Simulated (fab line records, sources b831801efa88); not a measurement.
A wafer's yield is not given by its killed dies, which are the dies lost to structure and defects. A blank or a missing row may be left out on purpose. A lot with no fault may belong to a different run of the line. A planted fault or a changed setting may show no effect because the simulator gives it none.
Comparing a struck lot with a sound one ; flow sky130 ; 22 steps out of a route of 708
Sound: the wafers L216.1, L216.4, L216.5. Wafers struck: L222.2, L222.3, L222.6. The cause is named last.
At each step with rows: each side's tool, then ch and its chambers, then its first start. Under that, the readings that differ: sound wafers ; struck wafers ; difference of the means ; sigmas: that difference in standard deviations of wafers without a fault.
alike: readings whose means differ by less than 2 such deviations, and words and numbers that are the same on both sides. not compared: withheld readings, readings that some wafer has no value for, bounds like >300 that may hide the same value, and numbers for which the record gives no deviation and whose values overlap.
Wherever a step has rows on one side only, a row that says differs or no value, or a row with sigmas, the two part there. Non-overlapping numbers with no deviation appear without sigmas and do not part them. A reading that every wafer of one side lacks parts them only if that side has two wafers or more.

first, 1 step without rows for these wafers: SKY_CAPM_DEVELOP_11 (develop time 60 s).
SKY_CAPM_OVL_MEAS_12:
  sound on overlay-02 at day 38 17:07; struck on overlay-01 at day 41 14:50
  alike: CAPM_OVL
SKY_CAPM_METAL_ETCH_13: etches TiN in Cl2/BCl3, stops on SiO2, target depth 220 nm, time 62.9 s.
  sound on rie-metal-02 ch 1, day 38 17:08; struck on rie-metal-02 ch 0,1, day 41 14:52
reading;sound;struck;difference;sigmas
oes-product-au (a.u.);0.935 0.929 0.930;0.943 0.953 0.950;+0.017;+3
  alike: drypump-motor-current-A, he-backside-leak-sccm, throttle-valve-pct
  not compared: rf-hours-counter-h
SKY_CAPM_STRIP_14: strips in O2/N2.
  sound on plasma-asher-02 ch 0,1, day 38 17:13; struck on plasma-asher-01 ch 0, day 41 14:57
  alike: drypump-motor-current-A, oes-product-au, strip-time-to-endpoint-s
  not compared: rf-hours-counter-h
then, 8 steps without rows for these wafers: SKY_CAPM_STRIP_15 (strips in post etch residue remover, time 1200 s); SKY_CAPM_CLEAN_16 (cleans in IPA, time 180 s); SKY_CAPM_CLEAN_17 (cleans in O3/DIW); SKY_METAL3_DEHYDRATE_05 (time 60 s); SKY_METAL3_HMDS_06 (prime time 60 s); SKY_METAL3_COAT_07 (resist thk 60 nm); SKY_METAL3_COAT_08 (resist thk 1140 nm); SKY_METAL3_SOFTBAKE_09 (time 90 s).
SKY_METAL3_EXPOSE_10: exposes mask MM3, target cd 300 nm.
  sound on krf-scanner-01 ch 0, day 39 06:13; struck on krf-scanner-02 ch 0, day 42 02:26
reading;sound;struck;difference;sigmas
exposure-dose-mJ-cm2;27.968 27.979 27.985;20.620 20.625 20.620;-7.356;-99 or more
  alike: mask
then, 2 steps without rows for these wafers: SKY_METAL3_PEB_11; SKY_METAL3_DEVELOP_12 (develop time 60 s).
SKY_METAL3_CD_MEAS_13 targets a cd of 300 nm.
  sound on cd-sem-02 at day 39 18:52; struck on cd-sem-01 at day 42 14:23
reading;sound;struck;difference;sigmas
cd-nm (nm);300.7 299.7 300.6;354.0 355.3 355.2;+54.5;+36
SKY_METAL3_OVL_MEAS_14:
  sound on overlay-02 at day 39 18:59; struck on overlay-02 at day 42 14:30
  alike: METAL3_OVL
SKY_METAL3_DESCUM_15: chemistry O2, time 8 s.
  sound on rie-metal-01 ch 0,1, day 39 19:01; struck on rie-metal-03 ch 0, day 42 14:32
reading;sound;struck;difference;sigmas
model.METAL3.cd-nm (nm);300.9 300 301;354.4 355.1 354.9;+54.2;
  alike: drypump-motor-current-A, he-backside-leak-sccm, oes-product-au
  not compared: rf-hours-counter-h
SKY_METAL3_ETCH_16: etches BARC in N2/H2, stops on SiO2, time 88.2 s, target depth 60 nm.
  sound on rie-metal-01 ch 0,1, day 39 19:03; struck on rie-metal-03 ch 0, day 42 14:34
  alike: drypump-motor-current-A, he-backside-leak-sccm, oes-product-au, throttle-valve-pct
  not compared: rf-hours-counter-h
SKY_METAL3_ETCH_17: etches SiO2 in C4F8/O2/Ar, stops on TiN, time 3.9 s, target depth 15 nm.
  sound on rie-diel-04 ch 1,2, day 39 19:09; struck on rie-diel-04 ch 1,2, day 42 14:40
  alike: oes-product-au
SKY_METAL3_METAL_ETCH_18: etches the open film in Cl2/BCl3, stops on SiO2, target depth 845 nm, time 183.1 s.
  sound on rie-metal-04 ch 0,1, day 39 19:10; struck on rie-metal-01 ch 0,1, day 42 14:41
reading;sound;struck;difference;sigmas
model.METAL3.cd-nm (nm);312.4 312.1 310.2;342.2 345.6 353.8;+35.6;
  alike: drypump-motor-current-A, he-backside-leak-sccm, oes-product-au, throttle-valve-pct
  not compared: rf-hours-counter-h
SKY_METAL3_STRIP_19: strips in O2/N2.
  sound on plasma-asher-03 ch 1, day 39 19:20; struck on plasma-asher-04 ch 0,1, day 42 14:51
  alike: drypump-motor-current-A, oes-product-au, strip-time-to-endpoint-s
  not compared: rf-hours-counter-h

== WHERE THEY PART ==
First at SKY_CAPM_METAL_ETCH_13; last, within this record, at SKY_METAL3_CD_MEAS_13. Later steps at which nothing parts them and some readings are alike: SKY_METAL3_OVL_MEAS_14, SKY_METAL3_DESCUM_15, SKY_METAL3_ETCH_16, SKY_METAL3_ETCH_17, SKY_METAL3_METAL_ETCH_18, SKY_METAL3_STRIP_19.

WHY: what had been put in by the simulator
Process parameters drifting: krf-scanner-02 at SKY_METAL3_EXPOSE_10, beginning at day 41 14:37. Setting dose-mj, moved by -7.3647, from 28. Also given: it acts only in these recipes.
